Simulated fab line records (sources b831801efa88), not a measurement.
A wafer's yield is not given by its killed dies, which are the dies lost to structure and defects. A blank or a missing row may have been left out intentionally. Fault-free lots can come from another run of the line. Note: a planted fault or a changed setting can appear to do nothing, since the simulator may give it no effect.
Split-lot trial    flow sfq_line    5 lots, 23 wafers read, on a route of 325 steps

## THE SPLIT ITSELF
At SFQ_TRILAYER_M1_BARC_OPEN_METAL_ETCH_054 (etches BARC in O2, target depth 125 nm, time 41.7 s), the setting time_s was moved away from the recipe's 41.7 s on 11 of the 23 wafers read, by +5.6% to +11.8%. All remaining wafers had this setting at the recipe value.

The reading is taken at the split's own step.

## THE READING
KrF_of_TRILAYER_M1_LITHO_COAT_039.thk_nm (the simulator's own value, which no gauge read), in nm, at SFQ_TRILAYER_M1_BARC_OPEN_METAL_ETCH_054 (etches BARC in O2, target depth 125 nm, time 41.7 s). No usual value for it is given in the file. The 12 wafers here that ran the recipe average 523.5 nm, standard deviation 1.5 nm.

wafer   tool, chamber at the split  time_s as run, s  against the recipe  KrF_of_TRILAYER_M1_LITHO_COAT_039.thk_nm, nm  against lot-mates on the recipe
L075.1  rie_metal-03, 1             41.7              recipe              526.3                                         -
L075.3  rie_metal-03, 1             41.7              recipe              525.1                                         -
L075.6  rie_metal-03, 1             41.7              recipe              525.6                                         -
L076.1  rie_metal-02, 1             46.64             +11.8%              516.2                                         -7.4
L076.2  rie_metal-02, 0             41.7              recipe              523.5                                         -
L076.3  rie_metal-02, 0             46.64             +11.8%              515.9                                         -7.8
L076.4  rie_metal-02, 1             46.64             +11.8%              517.7                                         -5.9
L076.5  rie_metal-02, 1             41.7              recipe              523.8                                         -
L079.1  rie_metal-01, 0             41.7              recipe              522.3                                         -
L079.2  rie_metal-01, 1             45.02             +8.0%               519.5                                         -2.6
L079.4  rie_metal-01, 0             41.7              recipe              521.9                                         -
L079.5  rie_metal-01, 0             45.02             +8.0%               519.3                                         -2.8
L079.6  rie_metal-01, 1             45.02             +8.0%               518.6                                         -3.5
L082.1  rie_metal-01, 1             41.7              recipe              523.9                                         -
L082.3  rie_metal-01, 0             41.7              recipe              521.2                                         -
L082.4  rie_metal-01, 1             45.94             +10.2%              519                                           -3.5
L082.5  rie_metal-01, 1             45.94             +10.2%              518.3                                         -4.2
L082.6  rie_metal-01, 0             41.7              recipe              522.5                                         -
L085.1  rie_metal-03, 1             41.7              recipe              522.5                                         -
L085.3  rie_metal-03, 1             44.02             +5.6%               520.4                                         -2.8
L085.4  rie_metal-03, 1             44.02             +5.6%               520.8                                         -2.4
L085.5  rie_metal-03, 1             41.7              recipe              523.8                                         -
L085.6  rie_metal-03, 1             44.02             +5.6%               521.6                                         -1.5

FIT RESULTS
A straight line over all 23 wafers: KrF_of_TRILAYER_M1_LITHO_COAT_039.thk_nm changes by -0.549 nm for each +1% of time_s; r = -0.91; the points scatter about the line by 1.2 nm.
The same after taking each lot's own level away (the mean of its wafers on the recipe; 23 wafers): -0.496 nm for each +1%; r = -0.93; scatter 0.94 nm.
That fit puts the effect of the largest move of time_s on the reading at 5.9 nm.
Across the lots, their own levels run from 522.10 to 525.67 nm, a range of 2.4 times the standard deviation given above.
Hence the slope depends on the lot-to-lot level, as the two fits are not the same.
Check: -5.4 nm against its lot-mates is what the line predicts for one of the wafers moved furthest among these (+11.8%) when that wafer is left out of the fit. Against them it came out at -7.45 nm.

## ADDITIONAL SPLITS CARRIED BY THESE WAFERS
Note: prior to the reading, these wafers also went through further splits. Each is held against what the fit with the lots' levels taken away leaves over:
other split on the same wafers                       wafers away from the commonest value  r with KrF_of_TRILAYER_M1_LITHO_COAT_039.thk_nm (lot level and that fit taken away)
SFQ_TRILAYER_L0_LITHO_PEB_008 peb_time_s             10                                    -0.12
SFQ_TRILAYER_L0_BARC_OPEN_METAL_ETCH_010 icp_w       8                                     -0.32
SFQ_TRILAYER_L0_VIA_LITHO_PEB_016 peb_time_s         12                                    +0.19
SFQ_TRILAYER_M0_LITHO_COAT_026 spin_rpm              7                                     +0.16
SFQ_TRILAYER_I0_VIA_LITHO_COAT_036 spin_rpm          6                                     -0.13
SFQ_TRILAYER_I0_VIA_LITHO_PEB_034 peb_time_s         11                                    +0.37
SFQ_TRILAYER_I0_VIA_BARC_OPEN_VIA_ETCH_046 source_w  4                                     -0.50
SFQ_TRILAYER_M1_LITHO_COAT_044 resist_thk_nm         12                                    +0.08

## FILE'S OWN FIT
KrF_of_TRILAYER_M1_LITHO_COAT_039.thk_nm changes by -0.47 nm for each +1% of time_s, r = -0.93.
